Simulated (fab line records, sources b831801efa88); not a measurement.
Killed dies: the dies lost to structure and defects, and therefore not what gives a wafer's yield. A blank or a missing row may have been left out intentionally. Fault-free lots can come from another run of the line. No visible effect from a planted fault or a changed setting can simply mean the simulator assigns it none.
fab line records / flow sfq-line
[record] lots = 14 wafers = 42 last-day = 91
route steps=325 shown M7@282
lots that met no fault: taken from a fault-free run of the same line
start-h: hours from the record's opening day to when the first of the lot's shown wafers began / wait-h: hours elapsed since this lot's preceding step / " as in the row above / L1.1+2: a single row standing in for several wafers / - either no value or no given start / * or withheld: withheld / < > ~ a bound
route shown NAME@n: NAME is a module with steps in the file, n the number in the route of the first one / usual: mean/standard deviation of fault-free wafers / same: alike in all rows / chamber/n: place in a boat / sites: readings site by site / _std_site: how widely they spread, as a standard deviation / _edge_site: outer sites' mean less inner sites' / radius-mm: for every site, how far away it sits from the centre of the wafer / mask NAME#n: copy n / behind: tool/chamber where the wafer was last shaped / hold: what put the lot on hold/how long, in hours/how the hold closed / device: names the non-switching transistor (n, p or np) / end of line: the same wafers' tests at the end of the route / where a step has no rows: the recipe by itself / killed: the dies lost at the first sort to structure and to defects; this is not the yield of the wafer / map: a wafer's dies, x killed, . not, _ none there
set.NAME: the run value of the setting; set.NAME@STEP: its run value at that earlier step / model.NAME: the simulator's own value behind a step, which no gauge read
a sample of lots followed through the steps of the route, with each step as a table and each wafer as a row
services: from which hour (start-h, from the record's first day; less than 0 if before it) a tool's chamber was out of use, for how many hours, and why
[[steps]]
[step SFQ_TRILAYER_M7_DEP_SPUTTER_175]
[recipe] material = Nb base-pressure-pa = 1.33e-06 chamber-pressure-pa = 0.1333 substrate-temp-c = 20 target-thk-nm = 200 power-w = 2000 time-s = 133.3
[usual] cathode-dc-power-W = 2000.0/0.39 throttle-valve-pct = 29.8/1.4
lot.wafer=L269.1 tool=pvd-sputter-05 chamber=- start-h=1861.50 wait-h=0.0 cathode-dc-power-W=1998.9 throttle-valve-pct=27.6
lot.wafer=L269.4 tool=pvd-sputter-05 chamber=- start-h=1861.50 wait-h=0.0 cathode-dc-power-W=2000.0 throttle-valve-pct=29.7
lot.wafer=L269.6 tool=pvd-sputter-05 chamber=- start-h=1861.50 wait-h=0.0 cathode-dc-power-W=2000.5 throttle-valve-pct=32.5
lot.wafer=L271.2 tool=pvd-sputter-05 chamber=- start-h=1867.50 wait-h=0.0 cathode-dc-power-W=2000.4 throttle-valve-pct=30.2
lot.wafer=L271.5 tool=pvd-sputter-05 chamber=- start-h=1867.50 wait-h=0.0 cathode-dc-power-W=1999.6 throttle-valve-pct=30.3
lot.wafer=L271.6 tool=pvd-sputter-05 chamber=- start-h=1867.50 wait-h=0.0 cathode-dc-power-W=1999.5 throttle-valve-pct=29.8
lot.wafer=L272.1 tool=pvd-sputter-06 chamber=- start-h=1895.10 wait-h=0.0 cathode-dc-power-W=1999.6 throttle-valve-pct=29.6
lot.wafer=L272.4 tool=pvd-sputter-06 chamber=- start-h=1895.10 wait-h=0.0 cathode-dc-power-W=2000.4 throttle-valve-pct=29.1
lot.wafer=L272.6 tool=pvd-sputter-06 chamber=- start-h=1895.10 wait-h=0.0 cathode-dc-power-W=2000.0 throttle-valve-pct=29.8
lot.wafer=L273.1 tool=pvd-sputter-05 chamber=- start-h=1897.70 wait-h=0.0 cathode-dc-power-W=2000.5 throttle-valve-pct=27.6
lot.wafer=L273.4 tool=pvd-sputter-05 chamber=- start-h=1897.70 wait-h=0.0 cathode-dc-power-W=2000.3 throttle-valve-pct=29.5
lot.wafer=L273.6 tool=pvd-sputter-05 chamber=- start-h=1897.70 wait-h=0.0 cathode-dc-power-W=1999.7 throttle-valve-pct=32.5
lot.wafer=L274.2 tool=pvd-sputter-03 chamber=- start-h=1901.10 wait-h=0.0 cathode-dc-power-W=1999.9 throttle-valve-pct=28.5
lot.wafer=L274.3 tool=pvd-sputter-03 chamber=- start-h=1901.10 wait-h=0.0 cathode-dc-power-W=1999.8 throttle-valve-pct=29.7
lot.wafer=L274.5 tool=pvd-sputter-03 chamber=- start-h=1901.10 wait-h=0.0 cathode-dc-power-W=2000.3 throttle-valve-pct=29.7
lot.wafer=L276.1 tool=pvd-sputter-05 chamber=- start-h=1904.70 wait-h=0.0 cathode-dc-power-W=2000.0 throttle-valve-pct=32.7
lot.wafer=L276.2 tool=pvd-sputter-05 chamber=- start-h=1904.70 wait-h=0.0 cathode-dc-power-W=2000.0 throttle-valve-pct=29.5
lot.wafer=L276.3 tool=pvd-sputter-05 chamber=- start-h=1904.70 wait-h=0.0 cathode-dc-power-W=2000.2 throttle-valve-pct=30.3
lot.wafer=L281.3 tool=pvd-sputter-06 chamber=- start-h=1939.01 wait-h=0.0 cathode-dc-power-W=2000.1 throttle-valve-pct=28.8
lot.wafer=L281.5 tool=pvd-sputter-06 chamber=- start-h=1939.01 wait-h=0.0 cathode-dc-power-W=2000.0 throttle-valve-pct=29.9
lot.wafer=L281.6 tool=pvd-sputter-06 chamber=- start-h=1939.01 wait-h=0.0 cathode-dc-power-W=1999.6 throttle-valve-pct=29.7
lot.wafer=L282.1 tool=pvd-sputter-03 chamber=- start-h=1945.61 wait-h=0.0 cathode-dc-power-W=1999.9 throttle-valve-pct=29.5
lot.wafer=L282.2 tool=pvd-sputter-03 chamber=- start-h=1945.61 wait-h=0.0 cathode-dc-power-W=1999.4 throttle-valve-pct=28.9
lot.wafer=L282.4 tool=pvd-sputter-03 chamber=- start-h=1945.61 wait-h=0.0 cathode-dc-power-W=1999.6 throttle-valve-pct=29.8
lot.wafer=L283.1 tool=pvd-sputter-06 chamber=- start-h=1949.21 wait-h=0.0 cathode-dc-power-W=2000.3 throttle-valve-pct=29.7
lot.wafer=L283.3 tool=pvd-sputter-06 chamber=- start-h=1949.21 wait-h=0.0 cathode-dc-power-W=2000.1 throttle-valve-pct=29.6
lot.wafer=L283.4 tool=pvd-sputter-06 chamber=- start-h=1949.21 wait-h=0.0 cathode-dc-power-W=1999.7 throttle-valve-pct=29.0
lot.wafer=L285.1 tool=pvd-sputter-03 chamber=- start-h=1958.14 wait-h=0.0 cathode-dc-power-W=1999.6 throttle-valve-pct=28.9
lot.wafer=L285.3 tool=pvd-sputter-03 chamber=- start-h=1958.14 wait-h=0.0 cathode-dc-power-W=2000.6 throttle-valve-pct=29.2
lot.wafer=L285.6 tool=pvd-sputter-03 chamber=- start-h=1958.14 wait-h=0.0 cathode-dc-power-W=2000.1 throttle-valve-pct=28.9
lot.wafer=L288.2 tool=pvd-sputter-05 chamber=- start-h=1984.26 wait-h=0.0 cathode-dc-power-W=1999.8 throttle-valve-pct=30.2
lot.wafer=L288.3 tool=pvd-sputter-05 chamber=- start-h=1984.26 wait-h=0.0 cathode-dc-power-W=1999.5 throttle-valve-pct=27.8
lot.wafer=L288.5 tool=pvd-sputter-05 chamber=- start-h=1984.26 wait-h=0.0 cathode-dc-power-W=1999.6 throttle-valve-pct=32.7
lot.wafer=L289.2 tool=pvd-sputter-06 chamber=- start-h=1998.66 wait-h=0.0 cathode-dc-power-W=2000.1 throttle-valve-pct=29.7
lot.wafer=L289.3 tool=pvd-sputter-06 chamber=- start-h=1998.66 wait-h=0.0 cathode-dc-power-W=2000.0 throttle-valve-pct=28.4
lot.wafer=L289.6 tool=pvd-sputter-06 chamber=- start-h=1998.66 wait-h=0.0 cathode-dc-power-W=2000.2 throttle-valve-pct=29.8
lot.wafer=L290.1 tool=pvd-sputter-05 chamber=- start-h=2002.26 wait-h=0.0 cathode-dc-power-W=2000.5 throttle-valve-pct=32.7
lot.wafer=L290.2 tool=pvd-sputter-05 chamber=- start-h=2002.26 wait-h=0.0 cathode-dc-power-W=2000.5 throttle-valve-pct=30.3
lot.wafer=L290.6 tool=pvd-sputter-05 chamber=- start-h=2002.26 wait-h=0.0 cathode-dc-power-W=2000.1 throttle-valve-pct=32.5
lot.wafer=L291.1 tool=pvd-sputter-05 chamber=- start-h=2008.39 wait-h=0.0 cathode-dc-power-W=1999.5 throttle-valve-pct=32.6
lot.wafer=L291.2 tool=pvd-sputter-05 chamber=- start-h=2008.39 wait-h=0.0 cathode-dc-power-W=2000.2 throttle-valve-pct=30.2
lot.wafer=L291.4 tool=pvd-sputter-05 chamber=- start-h=2008.39 wait-h=0.0 cathode-dc-power-W=1999.8 throttle-valve-pct=27.9
[step SFQ_M7_RS_MEAS_943]
[recipe] thk-meas-gauge = four-point-probe reads = Nb_of_TRILAYER_M7_DEP_SPUTTER_175
[usual] M7_NB_RS = 0.896/0.0088
lot.wafer=L269.1 tool=film-metro-03 chamber=- start-h=1861.59 wait-h=0.0 M7_NB_RS[ohm/sq]=0.894
lot.wafer=L269.4 tool=film-metro-03 chamber=- start-h=1861.59 wait-h=0.0 M7_NB_RS[ohm/sq]=0.895
lot.wafer=L269.6 tool=film-metro-03 chamber=- start-h=1861.59 wait-h=0.0 M7_NB_RS[ohm/sq]=0.894
lot.wafer=L271.2 tool=film-metro-03 chamber=- start-h=1867.61 wait-h=0.1 M7_NB_RS[ohm/sq]=0.886
lot.wafer=L271.5 tool=film-metro-03 chamber=- start-h=1867.61 wait-h=0.1 M7_NB_RS[ohm/sq]=0.891
lot.wafer=L271.6 tool=film-metro-03 chamber=- start-h=1867.61 wait-h=0.1 M7_NB_RS[ohm/sq]=0.887
lot.wafer=L272.1 tool=film-metro-03 chamber=- start-h=1895.19 wait-h=0.0 M7_NB_RS[ohm/sq]=0.884
lot.wafer=L272.4 tool=film-metro-03 chamber=- start-h=1895.19 wait-h=0.0 M7_NB_RS[ohm/sq]=0.894
lot.wafer=L272.6 tool=film-metro-03 chamber=- start-h=1895.19 wait-h=0.0 M7_NB_RS[ohm/sq]=0.907
lot.wafer=L273.1 tool=film-metro-04 chamber=- start-h=1897.79 wait-h=0.0 M7_NB_RS[ohm/sq]=0.882
lot.wafer=L273.4 tool=film-metro-04 chamber=- start-h=1897.79 wait-h=0.0 M7_NB_RS[ohm/sq]=0.896
lot.wafer=L273.6 tool=film-metro-04 chamber=- start-h=1897.79 wait-h=0.0 M7_NB_RS[ohm/sq]=0.844
lot.wafer=L274.2 tool=film-metro-03 chamber=- start-h=1901.21 wait-h=0.1 M7_NB_RS[ohm/sq]=0.883
lot.wafer=L274.3 tool=film-metro-03 chamber=- start-h=1901.21 wait-h=0.1 M7_NB_RS[ohm/sq]=0.913
lot.wafer=L274.5 tool=film-metro-03 chamber=- start-h=1901.21 wait-h=0.1 M7_NB_RS[ohm/sq]=0.900
lot.wafer=L276.1 tool=film-metro-02 chamber=- start-h=1904.79 wait-h=0.0 M7_NB_RS[ohm/sq]=0.902
lot.wafer=L276.2 tool=film-metro-02 chamber=- start-h=1904.79 wait-h=0.0 M7_NB_RS[ohm/sq]=0.842
lot.wafer=L276.3 tool=film-metro-02 chamber=- start-h=1904.79 wait-h=0.0 M7_NB_RS[ohm/sq]=0.836
lot.wafer=L281.3 tool=film-metro-03 chamber=- start-h=1939.14 wait-h=0.1 M7_NB_RS[ohm/sq]=0.904
lot.wafer=L281.5 tool=film-metro-03 chamber=- start-h=1939.14 wait-h=0.1 M7_NB_RS[ohm/sq]=0.908
lot.wafer=L281.6 tool=film-metro-03 chamber=- start-h=1939.14 wait-h=0.1 M7_NB_RS[ohm/sq]=0.912
lot.wafer=L282.1 tool=film-metro-04 chamber=- start-h=1945.70 wait-h=0.0 M7_NB_RS[ohm/sq]=0.901
lot.wafer=L282.2 tool=film-metro-04 chamber=- start-h=1945.70 wait-h=0.0 M7_NB_RS[ohm/sq]=0.896
lot.wafer=L282.4 tool=film-metro-04 chamber=- start-h=1945.70 wait-h=0.0 M7_NB_RS[ohm/sq]=0.911
lot.wafer=L283.1 tool=film-metro-03 chamber=- start-h=1949.30 wait-h=0.0 M7_NB_RS[ohm/sq]=0.902
lot.wafer=L283.3 tool=film-metro-03 chamber=- start-h=1949.30 wait-h=0.0 M7_NB_RS[ohm/sq]=0.903
lot.wafer=L283.4 tool=film-metro-03 chamber=- start-h=1949.30 wait-h=0.0 M7_NB_RS[ohm/sq]=0.887
lot.wafer=L285.1 tool=film-metro-04 chamber=- start-h=1958.23 wait-h=0.0 M7_NB_RS[ohm/sq]=0.892
lot.wafer=L285.3 tool=film-metro-04 chamber=- start-h=1958.23 wait-h=0.0 M7_NB_RS[ohm/sq]=0.894
lot.wafer=L285.6 tool=film-metro-04 chamber=- start-h=1958.23 wait-h=0.0 M7_NB_RS[ohm/sq]=0.895
lot.wafer=L288.2 tool=film-metro-04 chamber=- start-h=1984.37 wait-h=0.1 M7_NB_RS[ohm/sq]=0.899
lot.wafer=L288.3 tool=film-metro-04 chamber=- start-h=1984.37 wait-h=0.1 M7_NB_RS[ohm/sq]=0.890
lot.wafer=L288.5 tool=film-metro-04 chamber=- start-h=1984.37 wait-h=0.1 M7_NB_RS[ohm/sq]=0.904
lot.wafer=L289.2 tool=film-metro-03 chamber=- start-h=1998.77 wait-h=0.1 M7_NB_RS[ohm/sq]=0.888
lot.wafer=L289.3 tool=film-metro-03 chamber=- start-h=1998.77 wait-h=0.1 M7_NB_RS[ohm/sq]=0.885
lot.wafer=L289.6 tool=film-metro-03 chamber=- start-h=1998.77 wait-h=0.1 M7_NB_RS[ohm/sq]=0.887
lot.wafer=L290.1 tool=film-metro-02 chamber=- start-h=2002.35 wait-h=0.0 M7_NB_RS[ohm/sq]=0.910
lot.wafer=L290.2 tool=film-metro-02 chamber=- start-h=2002.35 wait-h=0.0 M7_NB_RS[ohm/sq]=0.904
lot.wafer=L290.6 tool=film-metro-02 chamber=- start-h=2002.35 wait-h=0.0 M7_NB_RS[ohm/sq]=0.904
lot.wafer=L291.1 tool=film-metro-03 chamber=- start-h=2008.48 wait-h=0.0 M7_NB_RS[ohm/sq]=0.911
lot.wafer=L291.2 tool=film-metro-03 chamber=- start-h=2008.48 wait-h=0.0 M7_NB_RS[ohm/sq]=0.908
lot.wafer=L291.4 tool=film-metro-03 chamber=- start-h=2008.48 wait-h=0.0 M7_NB_RS[ohm/sq]=0.899
[step SFQ_TRILAYER_M7_ETCH_METAL_ETCH_180]
[recipe] target = Nb stop-on = SiO2 mask-material = PR chemistry = Cl2/Ar target-depth-nm = 240 icp-w = 600 bias-w = 80 pressure-mtorr = 10 time-s = 120
[usual] drypump-motor-current-A = 5.4/0.5 oes-product-au = 0.891/0.0068 rf-fwd-power-W = 596.9/1.6
lot.wafer=L269.1 tool=rie-metal-04 chamber=1 start-h=1870.76 wait-h=0.0 drypump-motor-current-A=6.2 oes-product-au=0.899 rf-fwd-power-W=592.8 rf-hours-counter-h=79
lot.wafer=L269.4 tool=rie-metal-04 chamber=0 start-h=1870.76 wait-h=0.0 drypump-motor-current-A=5.0 oes-product-au=0.895 rf-fwd-power-W=597.9 rf-hours-counter-h=-
lot.wafer=L269.6 tool=rie-metal-04 chamber=0 start-h=1870.76 wait-h=0.0 drypump-motor-current-A=5.0 oes-product-au=0.884 rf-fwd-power-W=598.9 rf-hours-counter-h=-
lot.wafer=L271.2 tool=rie-metal-02 chamber=0 start-h=1875.56 wait-h=0.0 drypump-motor-current-A=5.8 oes-product-au=0.894 rf-fwd-power-W=596.8 rf-hours-counter-h=27
lot.wafer=L271.5 tool=rie-metal-02 chamber=0 start-h=1875.56 wait-h=0.0 drypump-motor-current-A=5.8 oes-product-au=0.887 rf-fwd-power-W=596.8 rf-hours-counter-h=-
lot.wafer=L271.6 tool=rie-metal-02 chamber=1 start-h=1875.56 wait-h=0.0 drypump-motor-current-A=4.8 oes-product-au=0.901 rf-fwd-power-W=598.8 rf-hours-counter-h=-
lot.wafer=L272.1 tool=rie-metal-03 chamber=1 start-h=1903.91 wait-h=0.0 drypump-motor-current-A=4.9 oes-product-au=0.899 rf-fwd-power-W=599.0 rf-hours-counter-h=55
lot.wafer=L272.4 tool=rie-metal-03 chamber=1 start-h=1903.91 wait-h=0.0 drypump-motor-current-A=4.9 oes-product-au=0.897 rf-fwd-power-W=596.8 rf-hours-counter-h=-
lot.wafer=L272.6 tool=rie-metal-03 chamber=0 start-h=1903.91 wait-h=0.0 drypump-motor-current-A=5.7 oes-product-au=0.891 rf-fwd-power-W=596.9 rf-hours-counter-h=-
lot.wafer=L273.1 tool=rie-metal-02 chamber=0 start-h=1905.11 wait-h=0.0 drypump-motor-current-A=5.8 oes-product-au=0.904 rf-fwd-power-W=597.1 rf-hours-counter-h=33
lot.wafer=L273.4 tool=rie-metal-02 chamber=0 start-h=1905.11 wait-h=0.0 drypump-motor-current-A=5.8 oes-product-au=0.890 rf-fwd-power-W=597.1 rf-hours-counter-h=-
lot.wafer=L273.6 tool=rie-metal-02 chamber=1 start-h=1905.11 wait-h=0.0 drypump-motor-current-A=4.8 oes-product-au=0.916 rf-fwd-power-W=598.1 rf-hours-counter-h=-
lot.wafer=L274.2 tool=rie-metal-03 chamber=1 start-h=1906.31 wait-h=0.0 drypump-motor-current-A=4.9 oes-product-au=0.893 rf-fwd-power-W=598.8 rf-hours-counter-h=56
lot.wafer=L274.3 tool=rie-metal-03 chamber=0 start-h=1906.31 wait-h=0.0 drypump-motor-current-A=5.7 oes-product-au=0.888 rf-fwd-power-W=596.8 rf-hours-counter-h=-
lot.wafer=L274.5 tool=rie-metal-03 chamber=1 start-h=1906.31 wait-h=0.0 drypump-motor-current-A=4.9 oes-product-au=0.887 rf-fwd-power-W=595.3 rf-hours-counter-h=-
lot.wafer=L276.1 tool=rie-metal-02 chamber=0 start-h=1908.76 wait-h=0.0 drypump-motor-current-A=5.8 oes-product-au=0.888 rf-fwd-power-W=599.6 rf-hours-counter-h=34
lot.wafer=L276.2 tool=rie-metal-02 chamber=1 start-h=1908.76 wait-h=0.0 drypump-motor-current-A=4.8 oes-product-au=0.924 rf-fwd-power-W=597.2 rf-hours-counter-h=105
lot.wafer=L276.3 tool=rie-metal-02 chamber=0 start-h=1908.76 wait-h=0.0 drypump-motor-current-A=5.8 oes-product-au=0.933 rf-fwd-power-W=598.2 rf-hours-counter-h=-
lot.wafer=L281.3 tool=rie-metal-02 chamber=1 start-h=2041.67 wait-h=0.1 drypump-motor-current-A=4.8 oes-product-au=0.887 rf-fwd-power-W=597.6 rf-hours-counter-h=-
lot.wafer=L281.5 tool=rie-metal-02 chamber=1 start-h=2041.67 wait-h=0.1 drypump-motor-current-A=4.8 oes-product-au=0.885 rf-fwd-power-W=596.9 rf-hours-counter-h=-
lot.wafer=L281.6 tool=rie-metal-02 chamber=0 start-h=2041.67 wait-h=0.1 drypump-motor-current-A=5.8 oes-product-au=0.886 rf-fwd-power-W=599.4 rf-hours-counter-h=-
lot.wafer=L282.1 tool=rie-metal-04 chamber=1 start-h=2046.87 wait-h=0.0 drypump-motor-current-A=6.2 oes-product-au=0.882 rf-fwd-power-W=596.7 rf-hours-counter-h=100
lot.wafer=L282.2 tool=rie-metal-04 chamber=0 start-h=2046.87 wait-h=0.0 drypump-motor-current-A=5.0 oes-product-au=0.888 rf-fwd-power-W=599.4 rf-hours-counter-h=21
lot.wafer=L282.4 tool=rie-metal-04 chamber=1 start-h=2046.87 wait-h=0.0 drypump-motor-current-A=6.1 oes-product-au=0.884 rf-fwd-power-W=595.0 rf-hours-counter-h=-
lot.wafer=L283.1 tool=rie-metal-03 chamber=0 start-h=2048.07 wait-h=0.0 drypump-motor-current-A=5.7 oes-product-au=0.899 rf-fwd-power-W=594.6 rf-hours-counter-h=72
lot.wafer=L283.3 tool=rie-metal-03 chamber=1 start-h=2048.07 wait-h=0.0 drypump-motor-current-A=4.9 oes-product-au=0.890 rf-fwd-power-W=598.3 rf-hours-counter-h=-
lot.wafer=L283.4 tool=rie-metal-03 chamber=0 start-h=2048.07 wait-h=0.0 drypump-motor-current-A=5.7 oes-product-au=0.896 rf-fwd-power-W=595.5 rf-hours-counter-h=-
lot.wafer=L285.1 tool=rie-metal-03 chamber=1 start-h=2056.47 wait-h=0.0 drypump-motor-current-A=4.9 oes-product-au=0.892 rf-fwd-power-W=596.5 rf-hours-counter-h=74
lot.wafer=L285.3 tool=rie-metal-03 chamber=0 start-h=2056.47 wait-h=0.0 drypump-motor-current-A=5.7 oes-product-au=0.892 rf-fwd-power-W=599.8 rf-hours-counter-h=-
lot.wafer=L285.6 tool=rie-metal-03 chamber=1 start-h=2056.47 wait-h=0.0 drypump-motor-current-A=4.9 oes-product-au=0.893 rf-fwd-power-W=596.5 rf-hours-counter-h=-
lot.wafer=L288.2 tool=rie-metal-03 chamber=0 start-h=2076.87 wait-h=0.0 drypump-motor-current-A=5.7 oes-product-au=0.887 rf-fwd-power-W=596.1 rf-hours-counter-h=75
lot.wafer=L288.3 tool=rie-metal-03 chamber=0 start-h=2076.87 wait-h=0.0 drypump-motor-current-A=5.6 oes-product-au=0.892 rf-fwd-power-W=598.9 rf-hours-counter-h=-
lot.wafer=L288.5 tool=rie-metal-03 chamber=1 start-h=2076.87 wait-h=0.0 drypump-motor-current-A=4.9 oes-product-au=0.878 rf-fwd-power-W=595.7 rf-hours-counter-h=-
lot.wafer=L289.2 tool=rie-metal-04 chamber=0 start-h=2088.87 wait-h=0.0 drypump-motor-current-A=5.0 oes-product-au=0.900 rf-fwd-power-W=595.9 rf-hours-counter-h=25
lot.wafer=L289.3 tool=rie-metal-04 chamber=0 start-h=2088.87 wait-h=0.0 drypump-motor-current-A=5.0 oes-product-au=0.903 rf-fwd-power-W=597.0 rf-hours-counter-h=-
lot.wafer=L289.6 tool=rie-metal-04 chamber=1 start-h=2088.87 wait-h=0.0 drypump-motor-current-A=6.2 oes-product-au=0.905 rf-fwd-power-W=593.4 rf-hours-counter-h=-
lot.wafer=L290.1 tool=rie-metal-02 chamber=1 start-h=2091.27 wait-h=0.0 drypump-motor-current-A=4.8 oes-product-au=0.883 rf-fwd-power-W=596.6 rf-hours-counter-h=8
lot.wafer=L290.2 tool=rie-metal-02 chamber=0 start-h=2091.27 wait-h=0.0 drypump-motor-current-A=5.8 oes-product-au=0.889 rf-fwd-power-W=599.2 rf-hours-counter-h=57
lot.wafer=L290.6 tool=rie-metal-02 chamber=0 start-h=2091.27 wait-h=0.0 drypump-motor-current-A=5.8 oes-product-au=0.886 rf-fwd-power-W=595.8 rf-hours-counter-h=-
lot.wafer=L291.1 tool=rie-metal-02 chamber=0 start-h=2093.67 wait-h=0.0 drypump-motor-current-A=5.8 oes-product-au=0.879 rf-fwd-power-W=593.7 rf-hours-counter-h=58
lot.wafer=L291.2 tool=rie-metal-02 chamber=1 start-h=2093.67 wait-h=0.0 drypump-motor-current-A=4.8 oes-product-au=0.884 rf-fwd-power-W=596.7 rf-hours-counter-h=8
lot.wafer=L291.4 tool=rie-metal-02 chamber=0 start-h=2093.67 wait-h=0.0 drypump-motor-current-A=5.8 oes-product-au=0.887 rf-fwd-power-W=595.3 rf-hours-counter-h=-
[[services]]
tool=rie-metal-04 chamber=0 start-h=1846.33 hours=- kind=clean
tool=rie-metal-04 chamber=0 start-h=1846.33 hours=- kind=consumable-replace:esc
tool=rie-metal-02 chamber=1 start-h=1857.09 hours=10.3 kind=repair
tool=rie-metal-02 chamber=- start-h=1898.14 hours=1.4 kind=pm
tool=rie-metal-04 chamber=0 start-h=1941.52 hours=5.3 kind=repair
tool=rie-metal-02 chamber=1 start-h=1949.87 hours=9.9 kind=repair
tool=pvd-sputter-05 chamber=1 start-h=1959.50 hours=- kind=consumable-replace:kit
tool=pvd-sputter-05 chamber=1 start-h=1959.50 hours=18.0 kind=scheduled-down
tool=pvd-sputter-05 chamber=1 start-h=1959.50 hours=18.0 kind=vent-cycle
tool=pvd-sputter-03 chamber=- start-h=1965.88 hours=10.2 kind=repair
tool=pvd-sputter-05 chamber=- start-h=1976.09 hours=0.6 kind=repair
tool=pvd-sputter-05 chamber=- start-h=1997.25 hours=3.5 kind=repair
tool=rie-metal-02 chamber=1 start-h=2003.49 hours=- kind=clean
tool=rie-metal-02 chamber=1 start-h=2003.49 hours=- kind=consumable-replace:focus-ring
tool=rie-metal-02 chamber=1 start-h=2003.49 hours=21.4 kind=scheduled-down
tool=rie-metal-02 chamber=1 start-h=2003.49 hours=21.4 kind=vent-cycle
tool=pvd-sputter-06 chamber=- start-h=2016.88 hours=2.0 kind=repair
tool=pvd-sputter-03 chamber=- start-h=2023.54 hours=1.7 kind=repair
tool=rie-metal-03 chamber=- start-h=2054.90 hours=0.2 kind=repair
tool=pvd-sputter-03 chamber=- start-h=2064.94 hours=6.9 kind=repair
tool=rie-metal-04 chamber=1 start-h=2078.97 hours=3.3 kind=repair
tool=rie-metal-03 chamber=- start-h=2085.93 hours=15.6 kind=pm
tool=pvd-sputter-05 chamber=- start-h=2090.21 hours=15.9 kind=repair
tool=pvd-sputter-05 chamber=- start-h=2093.19 hours=0.5 kind=repair
[[key]]
[first-sign] step = SFQ_M7_RS_MEAS_943 reading = M7_NB_RS direction = down sigmas = 6.4 usual = 0.896 struck = 0.841
[effect] step = SFQ_TRILAYER_M7_ETCH_METAL_ETCH_180 reading = oes-product-au direction = up sigmas = 4.9 usual = 0.891 struck = 0.924
met-at SFQ_TRILAYER_M7_DEP_SPUTTER_175
struck-lots L273,L276
struck-wafers L273.6,L276.2,L276.3
onset-between 1867.50 1897.70
[fault] kind = process-parameter-drift tool = pvd-sputter-05 chamber = - onset-h = 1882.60 steps = SFQ_TRILAYER_M7_DEP_SPUTTER_175 channel = time-s offset = * shape = step end-h = 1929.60 scope = struck-wafers-only acts-in = * stated = *
